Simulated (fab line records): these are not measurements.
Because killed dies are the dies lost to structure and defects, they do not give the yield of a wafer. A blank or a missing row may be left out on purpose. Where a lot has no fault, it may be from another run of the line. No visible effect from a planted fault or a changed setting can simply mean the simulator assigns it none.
fab line records	flow sky130
record: lots: 6	wafers: 18	last-day: 49
route steps=708 shown METAL5@669 PASSIVATION@681 PAD_OPEN@708
lots that met no fault: from a run of the same line without faults
start-h: hours from the record's opening day to when the first of the lot's shown wafers began	wait-h: hours since the lot's step before	" unchanged from the row above	L1.1+2: several wafers, shown together as one row	- either no value or no given start	* or withheld: withheld	< > ~ a bound
route shown NAME@n: NAME is a module with steps in the file, n the number in the route of the first one	usual: mean/standard deviation of fault-free wafers	same: alike in all rows	chamber/n: place in a boat	sites: readings site by site	_std_site: the values' standard deviation	_edge_site: the outer-site mean with the inner-site mean subtracted	radius-mm: how far each site lies from the wafer's centre	mask NAME#n: copy n	behind: tool/chamber where the wafer was last shaped	hold: reason for holding the lot/hours on hold/outcome of the hold	device: the transistor (n, p or np) that didn't switch	end of line: the same wafers' tests at the end of the route	a step with no rows: only its recipe	killed: count of dies lost to structure and defects at first sort (not the wafer's yield)	map: a wafer's dies, marking killed ones x, the rest . and places with no die _
set.NAME: setting as actually run; set.NAME@STEP: the setting as run at that earlier step	model.NAME: the simulator's own value behind a step, which no gauge read
lots at some steps of the route; a table a step, a row a wafer
services: the hour from which a tool's chamber was out of use, counted from the record's first day as start-h (under 0 if before that day), plus the number of hours and why
== steps ==
step: SKY_METAL5_HMDS_08
recipe: prime-time-s: 60	prime-temp-c: 120
step: SKY_METAL5_COAT_09
recipe: resist: NOVOLAK	spin-rpm: 3000	resist-thk-nm: 1800
step: SKY_METAL5_SOFTBAKE_10
recipe: temp-c: 90	time-s: 61.79	resist: NOVOLAK
usual: plate-sensor-t-centre-C: 90.758/0.0099	plate-sensor-t-edge-C: 90.830/0.011	resist-line-temp-C: 23.00/0.098
same: time-s: 61.79
lot.wafer	tool	chamber	start-h	wait-h	plate-sensor-t-centre-C	plate-sensor-t-edge-C	resist-line-temp-C
L506.1	litho-track-01	0	1014.92	0.1	90.772	90.834	22.89
L506.2	"	0	"	"	90.771	90.848	22.90
L506.3	"	0	"	"	90.760	90.820	23.08
L508.2	litho-track-03	0	1037.92	0.1	90.752	90.837	23.01
L508.5	"	0	"	"	90.753	90.832	23.10
L508.6	"	0	"	"	90.762	90.831	22.99
L514.3	litho-track-04	0	1076.71	0.1	90.751	90.841	23.08
L514.5	"	0	"	"	90.742	90.834	22.97
L514.6	"	0	"	"	90.749	90.835	23.10
L515.1	litho-track-03	0	1086.64	0.1	90.757	90.838	22.87
L515.3	"	0	"	"	90.760	90.844	22.88
L515.4	"	0	"	"	90.778	90.828	22.80
L525.2	litho-track-04	0	1135.99	0.1	90.765	90.836	22.95
L525.3	"	0	"	"	90.757	90.812	22.94
L525.5	"	0	"	"	90.767	90.827	23.01
L526.1	litho-track-04	0	1140.96	0.1	90.754	90.814	23.05
L526.3	"	0	"	"	90.753	90.820	22.87
L526.4	"	0	"	"	90.763	90.825	22.99
step: SKY_METAL5_EXPOSE_11
recipe: mask-id: MM5	na: 0.6	source-shape: conventional	sigma-outer: 0.6	polarization: unpolarized	target-cd-nm: 1600	dose-mj: 190
step: SKY_METAL5_PEB_12
recipe: temp-c: withheld	time-s: *	resist: NOVOLAK
step: SKY_METAL5_DEVELOP_13
recipe: resist: NOVOLAK	developer: TMAH	develop-time-s: 60	dev-temp-c: 23
step: SKY_METAL5_DESCUM_14
recipe: chemistry: O2	source-power-w: 150	bias-power-w: 0	pressure-mtorr: 10	temp-c: 40	time-s: 11
usual: drypump-motor-current-A: 5.7/0.55	oes-product-au: 1.000/0.0094
same: time-s: 11
lot.wafer	tool	chamber	start-h	wait-h	drypump-motor-current-A	oes-product-au	rf-hours-counter-h
L506.1	rie-metal-01	0	1026.41	0.1	6.4	1.021	23
L506.2	"	1	"	"	6.4	1.012	16
L506.3	"	0	"	"	6.4	1.014	-
L508.2	rie-metal-01	0	1048.74	0.1	6.4	1.010	24
L508.5	"	0	"	"	6.4	1.005	-
L508.6	"	1	"	"	6.4	0.999	-
L514.3	rie-metal-01	1	1087.12	0.1	6.4	1.005	-
L514.5	"	1	"	"	6.4	1.010	-
L514.6	"	1	"	"	6.4	0.998	-
L515.1	rie-metal-02	1	1097.17	0.1	5.0	0.997	18
L515.3	"	0	"	"	5.2	0.991	-
L515.4	"	1	"	"	5.1	1.007	-
L525.2	rie-metal-02	0	1144.74	0.1	5.2	0.984	25
L525.3	"	0	"	"	5.2	0.982	-
L525.5	"	1	"	"	5.0	0.994	-
L526.1	rie-metal-04	1	1150.31	0.1	5.5	1.005	25
L526.3	"	1	"	"	5.5	1.005	-
L526.4	"	0	"	"	5.9	0.991	-
step: SKY_METAL5_METAL_ETCH_15
recipe: target-depth-a: 12600	stop-on: SiO2	over-etch-frac: 0.2	time-s: 252	chemistry: Cl2/BCl3	resist-sidewall-deg: 86	pressure-mtorr: 10	icp-w: 900	bias-w: 48.5	Cl2_flow_sccm: 60	bcl3-flow-sccm: 30
usual: drypump-motor-current-A: 5.7/0.56	oes-product-au: 0.894/0.0053	throttle-valve-pct: 22.263/0.0098
same: over-etch-frac: 0.2	time-s: 252
lot.wafer	tool	chamber	start-h	wait-h	drypump-motor-current-A	oes-product-au	rf-hours-counter-h	throttle-valve-pct
L506.1	rie-metal-01	0	1026.44	0.0	6.4	0.897	23	22.274
L506.2	"	1	"	"	6.5	0.899	16	22.243
L506.3	"	0	"	"	6.4	0.899	-	22.241
L508.2	rie-metal-01	0	1048.78	0.0	6.4	0.894	24	22.265
L508.5	"	0	"	"	6.4	0.893	-	22.258
L508.6	"	1	"	"	6.4	0.893	-	22.263
L514.3	rie-metal-01	1	1087.32	0.2	6.4	0.899	-	22.256
L514.5	"	1	"	"	6.4	0.890	-	22.273
L514.6	"	1	"	"	6.4	0.900	-	22.258
L515.1	rie-metal-02	1	1097.21	0.0	5.0	0.896	18	22.273
L515.3	"	0	"	"	5.2	0.897	-	22.262
L515.4	"	1	"	"	5.0	0.894	-	22.252
L525.2	rie-metal-02	0	1144.78	0.0	5.2	0.896	25	22.266
L525.3	"	0	"	"	5.2	0.900	-	22.268
L525.5	"	1	"	"	5.0	0.896	-	22.267
L526.1	rie-metal-04	1	1150.35	0.0	5.5	0.895	25	22.272
L526.3	"	1	"	"	5.5	0.886	-	22.276
L526.4	"	0	"	"	5.9	0.891	-	22.266
step: SKY_METAL5_STRIP_16
recipe: chemistry: O2/N2	power-w: 1400	pressure-mtorr: 1500	platen-temp-c: withheld	o2-flow-sccm: 3000	n2-flow-sccm: 300	overash-fraction: 0.5
usual: drypump-motor-current-A: 5.68/0.22	oes-product-au: 0.710/0.0043	strip-time-to-endpoint-s: 13.07/0.13
same: overash-fraction: 0.5
lot.wafer	tool	chamber	start-h	wait-h	drypump-motor-current-A	oes-product-au	rf-hours-counter-h	strip-time-to-endpoint-s
L506.1	plasma-asher-03	0	1026.68	0.2	5.68	0.710	114	13.10
L506.2	"	1	"	"	5.65	0.706	114	12.98
L506.3	"	1	"	"	5.68	0.710	-	12.99
L508.2	plasma-asher-03	0	1049.01	0.2	5.66	0.719	116	12.87
L508.5	"	1	"	"	5.62	0.711	-	12.89
L508.6	"	0	"	"	5.70	0.703	-	13.02
L514.3	plasma-asher-02	0	1087.67	0.3	5.24	0.714	-	12.95
L514.5	"	1	"	"	6.13	0.702	-	13.05
L514.6	"	0	"	"	5.25	0.705	-	13.04
L515.1	plasma-asher-04	1	1097.44	0.2	5.54	0.713	98	12.93
L515.3	"	0	"	"	5.79	0.708	-	13.18
L515.4	"	1	"	"	5.56	0.708	-	12.91
L525.2	plasma-asher-04	0	1145.01	0.2	5.89	0.713	102	13.16
L525.3	"	1	"	"	5.56	0.708	-	13.25
L525.5	"	0	"	"	5.85	0.704	-	12.96
L526.1	plasma-asher-04	1	1150.58	0.2	5.54	0.709	103	12.91
L526.3	"	0	"	"	5.87	0.705	-	12.95
L526.4	"	1	"	"	5.46	0.709	-	13.34
step: SKY_METAL5_STRIP_17
recipe: chemistry: post-etch-residue-remover	time-s: 1200	temp-c: 72.5
step: SKY_METAL5_CLEAN_18
recipe: chemistry: IPA	time-s: 180	temp-c: 25
step: SKY_METAL5_CLEAN_19
recipe: chemistry: O3/DIW	dry: n2-spin
step: SKY_PASSIVATION_CVD_00
recipe: material: SiO2	target-thk-nm: 90	temp-c: 400	time-s: withheld	rf-w: 600
usual: heater-power-w: 672/130	susceptor-temp-C: 400.02/0.23
lot.wafer	tool	chamber	start-h	wait-h	heater-power-w	susceptor-temp-C
L506.1	pecvd-03	2	1027.35	0.0	515	400.07
L506.2	"	0	"	"	723	400.61
L506.3	"	0	"	"	713	400.29
L508.2	pecvd-04	1	1049.65	0.0	727	400.11
L508.5	"	1	"	"	729	399.82
L508.6	"	2	"	"	635	399.75
L514.3	pecvd-04	0	1088.26	0.0	585	400.31
L514.5	"	1	"	"	712	399.85
L514.6	"	0	"	"	615	400.35
L515.1	pecvd-02	0	1098.04	0.0	746	399.79
L515.3	"	1	"	"	475	400.00
L515.4	"	2	"	"	882	399.94
L525.2	pecvd-03	2	1145.65	0.0	550	400.02
L525.3	"	1	"	"	731	400.28
L525.5	"	2	"	"	549	399.72
L526.1	pecvd-03	2	1151.21	0.0	538	399.88
L526.3	"	0	"	"	743	399.82
L526.4	"	1	"	"	800	400.27
step: SKY_PASSIVATION_THK_MEAS_01
recipe: reads: SiO2_of_PASSIVATION_CVD_00
usual: PASSIVATION_CVD_00_THK: 89.7/1.2
lot.wafer	tool	chamber	start-h	wait-h	hold	PASSIVATION_CVD_00_THK[nm]
L506.1	film-metro-03	-	1027.39	-	-	89.2
L506.2	"	-	"	"	-	87.9
L506.3	"	-	"	"	-	90.4
L508.2	film-metro-04	-	1049.68	-	-	89.7
L508.5	"	-	"	"	-	91.1
L508.6	"	-	"	"	-	90.4
L514.3	film-metro-02	-	1088.30	-	-	89.1
L514.5	"	-	"	"	-	89.3
L514.6	"	-	"	"	-	91.5
L515.1	film-metro-04	-	1098.06	-	-	89.1
L515.3	"	-	"	"	-	88.9
L515.4	"	-	"	"	-	89.5
L525.2	film-metro-03	-	1145.68	-	await-dispo/0.2h/release	80.4
L525.3	"	-	"	"	await-dispo/0.2h/release	91.3
L525.5	"	-	"	"	await-dispo/0.2h/release	80.8
L525.2	film-metro-03	-	1145.91	0.2	-	80.4
L525.3	"	-	"	"	-	91.3
L525.5	"	-	"	"	-	80.8
L526.1	film-metro-04	-	1151.23	-	await-dispo/0.2h/release	80.5
L526.3	"	-	"	"	await-dispo/0.2h/release	90.5
L526.4	"	-	"	"	await-dispo/0.2h/release	92.7
L526.1	film-metro-04	-	1151.46	0.2	-	80.5
L526.3	"	-	"	"	-	90.5
L526.4	"	-	"	"	-	92.7
step: SKY_PASSIVATION_CVD_02
recipe: material: Si3N4	target-thk-nm: 540	temp-c: 400	time-s: withheld	rf-w: 450
usual: heater-power-w: 712/110	susceptor-temp-C: 399.99/0.21
lot.wafer	tool	chamber	start-h	wait-h	hold	heater-power-w	susceptor-temp-C
L506.1	pecvd-03	2	1027.45	0.1	-	638	399.76
L506.2	"	0	"	"	-	648	399.90
L506.3	"	2	"	"	-	650	399.79
L508.2	pecvd-02	2	1049.73	0.0	-	856	400.01
L508.5	"	1	"	"	-	546	400.24
L508.6	"	0	"	"	-	728	399.77
L514.3	pecvd-03	0	1088.34	0.0	-	662	399.99
L514.5	"	1	"	"	-	882	400.17
L514.6	"	2	"	"	-	535	399.42
L515.1	pecvd-04	2	1098.12	0.1	-	714	399.97
L515.3	"	0	"	"	-	625	400.27
L515.4	"	0	"	"	-	673	400.42
L525.2	pecvd-02	0	1150.81	4.9	await-dispo/4.8h/release	838	399.97
L525.3	"	0	"	"	await-dispo/4.8h/release	676	400.03
L525.5	"	1	"	"	await-dispo/4.8h/release	564	399.47
L526.1	pecvd-02	0	1152.46	1.0	await-dispo/0.9h/release	700	400.19
L526.3	"	1	"	"	await-dispo/0.9h/release	472	400.17
L526.4	"	0	"	"	await-dispo/0.9h/release	754	399.83
step: SKY_PAD_OPEN_PROBE_99
usual: defect-limited-yield: 82.6/2.1	killed_at_M0_to_M3: 44/7.5	killed_at_M4_up: 3.1/1.7	killed-at-contacts: 24/6.2	killed-at-front-end: 15/4.2	killed-at-other: 0.4/0.58	killed-dies: 85/10	killed-open: 47/7.7	killed-short: 38/6.4	sort_bin_3_pad_short: 0.8/0.41	sort_bin_5_function: 10.3/1.7	sort_bin_6_memory: 6.2/1.1	sort-n-pass: 407/10	sort-yield-pct: 82.6/2.1
same: gross-dies: 492	killed-at-back-side: 0	sort_bin_4_leakage[%]: 0	sort_bin_8_speed[%]: 0
lot.wafer	tool	chamber	start-h	wait-h	defect-limited-yield[%]	killed_at_M0_to_M3	killed_at_M4_up	killed-at-contacts	killed-at-front-end	killed-at-other	killed-dies	killed-open	killed-short	sort_bin_3_pad_short[%]	sort_bin_5_function[%]	sort_bin_6_memory[%]	sort-n-pass	sort-yield-pct[%]
L515.1	prober-02	-	1139.51	0.1	80.5	50	4	24	18	0	96	47	48	1.0	13.4	5.1	396	80.5
L515.3	prober-02	-	1139.61	0.2	81.1	48	5	27	11	2	93	48	43	2.0	12.2	4.7	399	81.1
L515.4	prober-02	-	1139.66	0.2	84.1	44	1	19	13	1	78	48	29	1.2	9.1	5.5	414	84.1
L525.2	prober-01	-	1183.34	0.1	83.9	42	2	23	12	0	79	44	35	0.8	10.0	5.3	413	83.9
L525.3	prober-01	-	1183.39	0.2	83.1	48	3	20	12	0	83	42	41	0.8	10.4	5.7	409	83.1
L525.5	prober-01	-	1183.49	0.2	84.6	47	4	15	10	0	76	42	34	0.2	10.2	5.1	416	84.6
killed by level:class
L515.1 VIA3:geometric-particle:open=11 METAL2:geometric-particle:short=9 VIA2:geometric-particle:open=8 POLY_GATE:geometric-particle:short=7 CONTACT:geometric-particle:short=7 VIA1:geometric-particle:open=7 LOCAL_INTERCONNECT:geometric-particle:short=6 CONTACT:geometric-particle:open=6
L515.3 VIA1:geometric-particle:open=12 CONTACT:geometric-particle:open=8 LI_CONTACT:geometric-particle:open=8 LOCAL_INTERCONNECT:geometric-particle:short=7 METAL1:geometric-particle:short=6 METAL2:geometric-particle:short=6 VIA1:geometric-particle:short=5 VIA2:geometric-particle:open=5
L515.4 VIA1:geometric-particle:open=13 VIA3:geometric-particle:open=10 LI_CONTACT:geometric-particle:open=8 VIA1:geometric-particle:short=7 VIA2:geometric-particle:open=6 POLY_GATE:geometric-particle:open=4 CONTACT:geometric-particle:open=4 METAL3:geometric-particle:short=4
L525.2 VIA1:geometric-particle:open=9 VIA2:geometric-particle:open=8 CONTACT:geometric-particle:open=7 FIELD_ISO:geometric-particle:open=6 LI_CONTACT:geometric-particle:open=5 LOCAL_INTERCONNECT:geometric-particle:short=5 METAL1:geometric-particle:short=5 METAL2:geometric-particle:short=5
L525.3 VIA1:geometric-particle:open=14 LOCAL_INTERCONNECT:geometric-particle:short=8 METAL1:geometric-particle:short=8 CONTACT:geometric-particle:open=7 VIA1:geometric-particle:short=6 FIELD_ISO:geometric-particle:open=5 VIA2:geometric-particle:open=5 VIA3:geometric-particle:short=5
L525.5 VIA1:geometric-particle:open=15 METAL2:geometric-particle:short=6 VIA1:geometric-particle:short=5 CONTACT:geometric-particle:open=4 LI_CONTACT:geometric-particle:open=4 METAL1:geometric-particle:short=4 VIA2:geometric-particle:open=4 SPACER:geometric-particle:open=3
== services ==
tool	chamber	start-h	hours	kind
pecvd-03	1	990.98	5.5	scheduled-down
pecvd-03	1	999.38	-	clean
pecvd-03	1	999.38	-	consumable-replace:showerhead
pecvd-03	1	999.38	29.0	scheduled-down
pecvd-03	1	999.38	29.0	vent-cycle
pecvd-02	1	1001.57	9.3	repair
pecvd-02	2	1006.95	10.2	repair
pecvd-02	-	1025.83	6.0	pm
pecvd-02	0	1029.32	5.5	scheduled-down
rie-metal-02	-	1053.82	0.5	repair
plasma-asher-03	-	1055.25	9.0	pm
rie-metal-02	-	1062.40	14.6	pm
pecvd-03	2	1065.01	20.4	repair
rie-metal-01	0	1070.29	-	clean
rie-metal-01	0	1070.29	19.3	scheduled-down
rie-metal-01	0	1070.29	19.3	vent-cycle
plasma-asher-02	-	1075.28	0.8	repair
pecvd-03	-	1083.99	2.2	repair
pecvd-03	1	1103.63	16.5	scheduled-down
rie-metal-01	-	1109.55	0.8	repair
pecvd-04	-	1120.80	1.7	repair
plasma-asher-04	-	1121.70	2.8	pm
plasma-asher-02	-	1127.48	2.8	pm
pecvd-04	-	1134.49	0.7	repair
== key ==
first-sign: step: SKY_PASSIVATION_THK_MEAS_01	reading: visit	direction: added
effect: step: SKY_PASSIVATION_THK_MEAS_01	reading: PASSIVATION_CVD_00_THK	direction: down	sigmas: 7.9	usual: 89.7	struck: 80.5
effect: step: SKY_PASSIVATION_CVD_02	reading: hold	direction: added
met-at SKY_PASSIVATION_CVD_00
struck-wafers L525.2,L525.5,L526.1
onset-between 1027.35 1145.65
fault: kind: site-profile-drift	tool: pecvd-03	chamber: 2	onset-h: 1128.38	steps: SKY_PASSIVATION_CVD_00	basis: fraction	max-abs-drift: 0.2554	slope-share-per-hr: 127.7	site-pattern: 0,0,0,0,0,-1,-1,-1,-1
